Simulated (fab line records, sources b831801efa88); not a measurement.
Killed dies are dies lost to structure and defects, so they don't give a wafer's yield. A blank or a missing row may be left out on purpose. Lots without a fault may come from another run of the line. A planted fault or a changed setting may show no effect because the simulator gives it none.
Which tool did it? | flow gf180mcu | 14 lots, 42 wafers sampled, at 5 steps of a route of 602

WHAT THE GAUGES READ, wafer by wafer
GF_DNWELL_TW_MEAS_09. Usual: DNWELL_TW 1345, standard deviation 10.
lot  | measured    | on            | DNWELL_TW      | flag
L146 | day 3 00:55 | film_metro-03 | 1332 1336 1339 |
L147 | day 3 05:14 | film_metro-04 | 1355 1354 1357 |
L148 | day 3 09:59 | film_metro-02 | 1336 1337 1340 |
L149 | day 3 15:30 | film_metro-02 | 1342 1352 1349 |
L152 | day 4 07:01 | film_metro-03 | 1355 1348 1361 |
L153 | day 4 13:12 | film_metro-04 | 1363 1359 1359 |
L154 | day 4 18:20 | film_metro-02 | 1353 1352 1348 |
L155 | day 4 22:59 | film_metro-02 | 1349 1361 1346 |
L160 | day 6 05:40 | film_metro-03 | 1333 1334 1340 |
L161 | day 6 11:38 | film_metro-02 | 1346 1343 1343 |
L162 | day 6 17:09 | film_metro-03 | 1340 1332 1330 |
L164 | day 7 00:01 | film_metro-03 | 1331 1325 1335 |
L165 | day 7 06:26 | film_metro-03 | 1335 1337 1330 |
L168 | day 7 21:18 | film_metro-04 | 1354 1352 1356 |

GF_MVPSD_OVL_MEAS_07. Usual: MVPSD_OVL -0.5 nm, standard deviation 1.3.
lot  | measured     | on         | MVPSD_OVL (nm) | flag
L146 | day 5 07:22  | overlay-02 | -0.3 1.0 0.2   |
L147 | day 5 12:23  | overlay-02 | 1.8 1.6 1.1    |
L148 | day 5 16:26  | overlay-02 | -1.2 -1.9 -0.8 |
L149 | day 5 23:46  | overlay-02 | -2.4 -2.9 -1.3 |
L152 | day 6 17:19  | overlay-02 | -2.3 0.7 -1.4  |
L153 | day 7 00:06  | overlay-02 | -1.1 -2.2 0.8  |
L154 | day 7 04:53  | overlay-01 | -1.3 1.8 -1.1  |
L155 | day 7 10:01  | overlay-02 | -1.3 -0.4 1.3  |
L160 | day 8 21:56  | overlay-02 | 4.8 3.5 4.6    | OFF
L161 | day 9 04:56  | overlay-01 | 4.7 2.7 4.5    | OFF
L162 | day 9 09:48  | overlay-01 | -3.0 -2.5 -2.2 |
L164 | day 9 18:04  | overlay-01 | -0.2 -1.1 1.0  |
L165 | day 10 01:14 | overlay-01 | -1.1 -2.9 -0.7 |
L168 | day 10 19:42 | overlay-01 | -2.2 -2.1 -2.5 |

GF_VT_IMPLANT_TW_MEAS_21. Usual: VT_IMPLANT_2_TW 1208, standard deviation 9.3.
lot  | measured     | on            | VT_IMPLANT_2_TW | flag
L146 | day 6 12:52  | film_metro-04 | 1214 1213 1222  |
L147 | day 6 17:52  | film_metro-03 | 1196 1203 1197  |
L148 | day 6 22:10  | film_metro-03 | 1194 1196 1201  |
L149 | day 7 07:11  | film_metro-04 | 1216 1221 1223  |
L152 | day 8 01:10  | film_metro-03 | 1195 1194 1194  |
L153 | day 8 08:46  | film_metro-04 | 1213 1220 1227  |
L154 | day 8 13:39  | film_metro-03 | 1194 1197 1194  |
L155 | day 8 19:04  | film_metro-03 | 1200 1198 1194  |
L160 | day 10 09:57 | film_metro-03 | 1209 1210 1208  |
L161 | day 10 17:12 | film_metro-04 | 1208 1214 1213  |
L162 | day 10 21:58 | film_metro-03 | 1209 1206 1211  |
L164 | day 11 06:46 | film_metro-04 | 1215 1210 1219  |
L165 | day 11 14:45 | film_metro-03 | 1201 1210 1204  |
L168 | day 12 10:45 | film_metro-03 | 1196 1207 1203  |

GF_VT_IMPLANT_RS_MEAS_47: measures by four-point-probe. Usual: NWELL_RS 488.1 ohm/sq, standard deviation 1.3.
lot  | measured     | on            | NWELL_RS (ohm/sq) | flag
L146 | day 7 20:29  | film_metro-02 | 488.8 488.2 488.7 |
L147 | day 8 02:26  | film_metro-02 | 488.0 488.6 488.9 |
L148 | day 8 06:38  | film_metro-04 | 486.8 486.2 486.6 |
L149 | day 8 15:58  | film_metro-04 | 488.8 491.7 489.6 |
L152 | day 9 10:43  | film_metro-02 | 487.2 487.5 487.2 |
L153 | day 9 18:43  | film_metro-02 | 488.1 487.8 488.9 |
L154 | day 10 01:13 | film_metro-04 | 488.2 487.7 488.4 |
L155 | day 10 05:26 | film_metro-02 | 489.0 490.1 490.0 |
L160 | day 11 23:27 | film_metro-04 | 488.3 489.5 489.6 |
L161 | day 12 06:48 | film_metro-04 | 488.2 487.4 487.9 |
L162 | day 12 12:01 | film_metro-02 | 488.9 490.8 489.5 |
L164 | day 12 21:33 | film_metro-02 | 488.5 488.3 489.3 |
L165 | day 13 04:58 | film_metro-02 | 485.3 487.0 486.5 |
L168 | day 14 02:37 | film_metro-04 | 488.7 487.6 488.1 |

WHICH TOOL RAN EACH LOT (tool, then ch and the chambers of the sampled wafers, then the start)
lot  | GF_MVPSD_EXPOSE_04
L146 | iline_stepper-01 ch 0, day 5 00:25
L147 | iline_stepper-01 ch 0, day 5 05:20
L148 | iline_stepper-02 ch 0, day 5 09:43
L149 | iline_stepper-01 ch 0, day 5 16:41
L152 | iline_stepper-01 ch 0, day 6 09:37
L153 | iline_stepper-01 ch 0, day 6 17:01
L154 | iline_stepper-01 ch 0, day 6 21:41
L155 | iline_stepper-01 ch 0, day 7 02:19
L160 | iline_stepper-01 ch 0, day 8 13:13
L161 | iline_stepper-01 ch 0, day 8 19:59
L162 | iline_stepper-02 ch 0, day 9 01:45
L164 | iline_stepper-02 ch 0, day 9 08:49
L165 | iline_stepper-02 ch 0, day 9 16:19
L168 | iline_stepper-02 ch 0, day 10 10:25
- GF_MVPSD_EXPOSE_04: exposes mask MVPSD, target cd 1000 nm.

WHAT THE TOOLS THEMSELVES READ (means of the sampled wafers that have a number; where no wafer has one, the mark that the record gives instead)
The record holds no such reading with a usual standard deviation.

THE ANSWER, worked out from the rows above alone
Rule: a lot is off if the mean of its wafers that have a number lies more than 3 standard deviations from the usual mean. A lot without any number at a reading at which 4 lots or more have one is off too. The other lots that the step has rows for count as sound. The gauges are gone through in route order, then the tools' own readings, and for those a lot's mean is taken as printed above. The first step at which some lot is off is used, and at that step the reading that is off furthest; a lot without a number counts as furthest.
Off: L160, L161, at GF_MVPSD_OVL_MEAS_07 (MVPSD_OVL).
A tool fits if, at a process step before that reading, it ran every lot that is off, and no sound lot after the first of them. The gauges at GF_MVPSD_OVL_MEAS_07 are tried like those tools. One fits: iline_stepper-01 at GF_MVPSD_EXPOSE_04. Its last sound lot is L155 (day 7 02:19), its first lot that is off L160 (day 8 13:13): a fault that began between those two fits.

WHAT THE SIMULATOR HAD PUT IN
Scanner matching overlay: iline_stepper-01, from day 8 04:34 on, at GF_MVPSD_EXPOSE_04. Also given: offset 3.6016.
Lots struck among those shown: L160, L161. The rule above found the same.
